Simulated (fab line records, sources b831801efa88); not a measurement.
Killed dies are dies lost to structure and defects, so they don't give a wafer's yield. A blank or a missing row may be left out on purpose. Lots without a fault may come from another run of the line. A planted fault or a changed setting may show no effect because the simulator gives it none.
Which tool did it? | flow sfq_line | 14 lots, 42 wafers sampled, at 5 steps of a route of 325

WHAT THE GAUGES READ, wafer by wafer
The record holds no reading of a measuring or inspecting step that can be judged against a usual standard deviation.

WHICH TOOL RAN EACH LOT (tool, then ch and the chambers of the sampled wafers, then the start)
lot  | SFQ_TRILAYER_JJ_CE_STRIP_STRIP_120 | SFQ_TRILAYER_R5_STRIP_STRIP_140   | SFQ_TRILAYER_A5C_DEP_PECVD_142  | SFQ_TRILAYER_I5_ETCH_VIA_ETCH_147  | SFQ_TRILAYER_C5_ETCH_VIA_ETCH_154
L921 | rie_metal-02 ch 0,1, day 49 20:52  | rie_metal-04 ch 0,1, day 51 04:58 | pecvd-03 ch 0,1, day 51 05:32   | rie_diel-01 ch 1,2, day 55 14:49   | rie_diel-03 ch 1,2, day 55 19:25
L922 | rie_metal-02 ch 0,1, day 50 06:28  | rie_metal-03 ch 0,1, day 51 12:53 | pecvd-01 ch 0,2, day 51 13:28   | rie_diel-01 ch 0,1,3, day 55 22:01 | rie_diel-04 ch 0,1,3, day 56 21:47
L928 | rie_metal-03 ch 0,1, day 55 12:00  | rie_metal-02 ch 0,1, day 56 19:28 | pecvd-03 ch 1,2, day 56 20:16   | rie_diel-01 ch 0,1,3, day 58 06:31 | rie_diel-03 ch 0,3, day 62 13:56
L929 | rie_metal-02 ch 0, day 55 15:16    | rie_metal-03 ch 0,1, day 57 03:52 | pecvd-03 ch 0,2, day 57 04:38   | rie_diel-04 ch 0,2, day 58 07:43   | rie_diel-02 ch 0,1, day 62 15:08
L930 | rie_metal-02 ch 0,1, day 55 20:04  | rie_metal-03 ch 0,1, day 57 06:16 | pecvd-01 ch 0,2, day 57 07:02   | rie_diel-02 ch 0,1, day 58 08:55   | rie_diel-03 ch 2,3, day 62 17:32
L933 | rie_metal-01 ch 0,1, day 57 14:28  | rie_metal-04 ch 0,1, day 62 09:10 | pecvd-03 ch 0,1,2, day 62 09:57 | rie_diel-01 ch 0,3, day 62 16:25   | rie_diel-04 ch 0,1,2, day 67 04:29
L934 | rie_metal-02 ch 0,1, day 57 18:31  | rie_metal-04 ch 0,1, day 62 10:22 | pecvd-04 ch 0,2, day 62 11:09   | rie_diel-02 ch 0,1,2, day 62 17:37 | rie_diel-03 ch 0,2,3, day 67 07:00
L936 | rie_metal-02 ch 0,1, day 61 12:33  | rie_metal-02 ch 0,1, day 62 19:06 | pecvd-03 ch 0,1,2, day 62 19:42 | rie_diel-01 ch 2,3, day 63 00:25   | rie_diel-04 ch 0,2,3, day 67 10:20
L937 | rie_metal-03 ch 1, day 62 09:47    | rie_metal-03 ch 0,1, day 67 23:53 | pecvd-01 ch 0,1, day 68 00:39   | rie_diel-02 ch 0,1,2, day 68 03:00 | rie_diel-03 ch 1,2,3, day 68 07:44
L938 | rie_metal-03 ch 0,1, day 62 13:23  | rie_metal-02 ch 0,1, day 68 01:05 | pecvd-03 ch 0,1,2, day 68 01:52 | rie_diel-04 ch 1,2,3, day 68 05:20 | rie_diel-03 ch 0,1,3, day 68 16:12
L939 | rie_metal-01 ch 0,1, day 63 02:46  | rie_metal-02 ch 0,1, day 68 03:29 | pecvd-04 ch 0,1,2, day 68 04:16 | rie_diel-02 ch 1,2,3, day 71 23:28 | rie_diel-03 ch 0,2, day 72 03:26
L940 | rie_metal-02 ch 0,1, day 63 03:55  | rie_metal-04 ch 0,1, day 68 06:37 | pecvd-01 ch 0,1,2, day 68 07:25 | rie_diel-04 ch 0,1, day 72 03:04   | rie_diel-02 ch 0,1,3, day 72 08:05
L941 | rie_metal-01 ch 0,1, day 65 03:20  | rie_metal-03 ch 0,1, day 70 01:34 | pecvd-01 ch 0,1, day 70 02:08   | rie_diel-02 ch 0,1, day 73 20:13   | rie_diel-03 ch 1,2,3, day 73 23:48
L942 | rie_metal-03 ch 0,1, day 65 12:23  | rie_metal-04 ch 0,1, day 70 02:46 | pecvd-04 ch 0,1,2, day 70 03:20 | rie_diel-04 ch 1,3, day 73 22:37   | rie_diel-03 ch 0,1,3, day 74 02:23
- SFQ_TRILAYER_JJ_CE_STRIP_STRIP_120: strips in O2.
- SFQ_TRILAYER_R5_STRIP_STRIP_140: strips in O2.
- SFQ_TRILAYER_A5C_DEP_PECVD_142: deposits SiO2 from SiH4/N2O, time 15.556 s, target thk 70 nm.
- SFQ_TRILAYER_I5_ETCH_VIA_ETCH_147: etches the open film in CHF3, stops on Nb, target depth 360 nm.
- SFQ_TRILAYER_C5_ETCH_VIA_ETCH_154: etches SiO2 in CHF3, stops on Nb, target depth 84 nm.

WHAT THE TOOLS THEMSELVES READ (means of the sampled wafers that have a number; where no wafer has one, the mark that the record gives instead)
SFQ_TRILAYER_JJ_CE_STRIP_STRIP_120. Usual: drypump_motor_current_A 6.13 A, standard deviation 0.27; oes_product_au 0.998 a.u., standard deviation 0.01.
lot  | tool         | drypump_motor_current_A (A) | oes_product_au (a.u.) | flag
L921 | rie_metal-02 | 6.31                        | 0.986                 |
L922 | rie_metal-02 | 6.34                        | 0.986                 |
L928 | rie_metal-03 | 6.13                        | 1.005                 |
L929 | rie_metal-02 | 6.39                        | 1.003                 |
L930 | rie_metal-02 | 6.28                        | 0.999                 |
L933 | rie_metal-01 | 5.79                        | 1.004                 |
L934 | rie_metal-02 | 6.26                        | 0.992                 |
L936 | rie_metal-02 | 6.34                        | 0.987                 |
L937 | rie_metal-03 | 6.32                        | 1.008                 |
L938 | rie_metal-03 | 6.12                        | 1.004                 |
L939 | rie_metal-01 | 5.72                        | 1.009                 |
L940 | rie_metal-02 | 6.33                        | 1.000                 |
L941 | rie_metal-01 | 5.73                        | 0.996                 |
L942 | rie_metal-03 | 6.12                        | 1.012                 |

SFQ_TRILAYER_R5_STRIP_STRIP_140. Usual: drypump_motor_current_A 5.9 A, standard deviation 0.4; oes_product_au 1.000 a.u., standard deviation 0.0083.
lot  | tool         | drypump_motor_current_A (A) | oes_product_au (a.u.) | flag
L921 | rie_metal-04 | 5.6                         | 1.006                 |
L922 | rie_metal-03 | 5.9                         | 1.001                 |
L928 | rie_metal-02 | 6.3                         | 0.990                 |
L929 | rie_metal-03 | 5.9                         | 1.002                 |
L930 | rie_metal-03 | 5.9                         | 1.003                 |
L933 | rie_metal-04 | 5.6                         | 1.003                 |
L934 | rie_metal-04 | 5.6                         | 1.000                 |
L936 | rie_metal-02 | 6.3                         | 0.990                 |
L937 | rie_metal-03 | 6.1                         | 1.000                 |
L938 | rie_metal-02 | 6.3                         | 0.989                 |
L939 | rie_metal-02 | 6.3                         | 0.993                 |
L940 | rie_metal-04 | 5.4                         | 0.999                 |
L941 | rie_metal-03 | 6.0                         | 1.004                 |
L942 | rie_metal-04 | 5.7                         | 1.007                 |

SFQ_TRILAYER_A5C_DEP_PECVD_142. Usual: heater_power_w 85 W, standard deviation 8.1; throttle_valve_pct 24.7 %, standard deviation 1.8.
lot  | tool     | heater_power_w (W) | throttle_valve_pct (%) | flag
L921 | pecvd-03 | 74                 | 23.5                   |
L922 | pecvd-01 | 88                 | 25.7                   |
L928 | pecvd-03 | 89                 | 22.9                   |
L929 | pecvd-03 | 79                 | 23.6                   |
L930 | pecvd-01 | 87                 | 27.1                   |
L933 | pecvd-03 | 88                 | 23.3                   |
L934 | pecvd-04 | 77                 | 23.4                   |
L936 | pecvd-03 | 85                 | 23.8                   |
L937 | pecvd-01 | 83                 | 27.2                   |
L938 | pecvd-03 | 82                 | 23.8                   |
L939 | pecvd-04 | 79                 | 23.6                   |
L940 | pecvd-01 | 86                 | 27.2                   |
L941 | pecvd-01 | 87                 | 28.3                   |
L942 | pecvd-04 | 86                 | 23.9                   |

SFQ_TRILAYER_I5_ETCH_VIA_ETCH_147. Usual: drypump_motor_current_A 5.6 A, standard deviation 0.54; oes_product_au 0.989 a.u., standard deviation 0.0064.
lot  | tool        | drypump_motor_current_A (A) | oes_product_au (a.u.) | flag
L921 | rie_diel-01 | 5.8                         | 0.993                 |
L922 | rie_diel-01 | 5.2                         | 0.982                 |
L928 | rie_diel-01 | 5.2                         | 0.986                 |
L929 | rie_diel-04 | 5.7                         | 0.987                 |
L930 | rie_diel-02 | 6.1                         | 0.997                 |
L933 | rie_diel-01 | 4.8                         | 0.986                 |
L934 | rie_diel-02 | 5.9                         | 0.985                 |
L936 | rie_diel-01 | 5.3                         | 0.990                 |
L937 | rie_diel-02 | 5.9                         | 0.988                 |
L938 | rie_diel-04 | 5.7                         | 0.985                 |
L939 | rie_diel-02 | 5.8                         | 0.984                 |
L940 | rie_diel-04 | 5.9                         | 0.990                 |
L941 | rie_diel-02 | 6.2                         | 0.992                 |
L942 | rie_diel-04 | 6.0                         | 0.984                 |

SFQ_TRILAYER_C5_ETCH_VIA_ETCH_154. Usual: drypump_motor_current_A 5.8 A, standard deviation 0.44; oes_product_au 0.890 a.u., standard deviation 0.0078.
lot  | tool        | drypump_motor_current_A (A) | oes_product_au (a.u.) | flag
L921 | rie_diel-03 | 6.2                         | 0.888                 |
L922 | rie_diel-04 | 5.9                         | 0.890                 |
L928 | rie_diel-03 | 5.6                         | 0.980                 | OFF
L929 | rie_diel-02 | 6.2                         | 0.995                 | OFF
L930 | rie_diel-03 | 6.0                         | 0.885                 |
L933 | rie_diel-04 | 5.7                         | 0.892                 |
L934 | rie_diel-03 | 5.7                         | 0.888                 |
L936 | rie_diel-04 | 6.0                         | 0.888                 |
L937 | rie_diel-03 | 6.1                         | 0.893                 |
L938 | rie_diel-03 | 5.9                         | 0.894                 |
L939 | rie_diel-03 | 5.4                         | 0.891                 |
L940 | rie_diel-02 | 5.9                         | 0.885                 |
L941 | rie_diel-03 | 6.1                         | 0.889                 |
L942 | rie_diel-03 | 6.0                         | 0.891                 |

THE ANSWER, worked out from the rows above alone
Rule: a lot is off if the mean of its wafers that have a number lies more than 3 standard deviations from the usual mean. A lot without any number at a reading at which 4 lots or more have one is off too. The other lots that the step has rows for count as sound. The gauges are gone through in route order, then the tools' own readings, and for those a lot's mean is taken as printed above. The first step at which some lot is off is used, and at that step the reading that is off furthest; a lot without a number counts as furthest.
Off: L928, L929, at SFQ_TRILAYER_C5_ETCH_VIA_ETCH_154 (oes_product_au).
A tool fits if, at that step or a process step before it, it ran every lot that is off, and no sound lot after the first of them. None of those tried fits.

WHAT THE SIMULATOR HAD PUT IN
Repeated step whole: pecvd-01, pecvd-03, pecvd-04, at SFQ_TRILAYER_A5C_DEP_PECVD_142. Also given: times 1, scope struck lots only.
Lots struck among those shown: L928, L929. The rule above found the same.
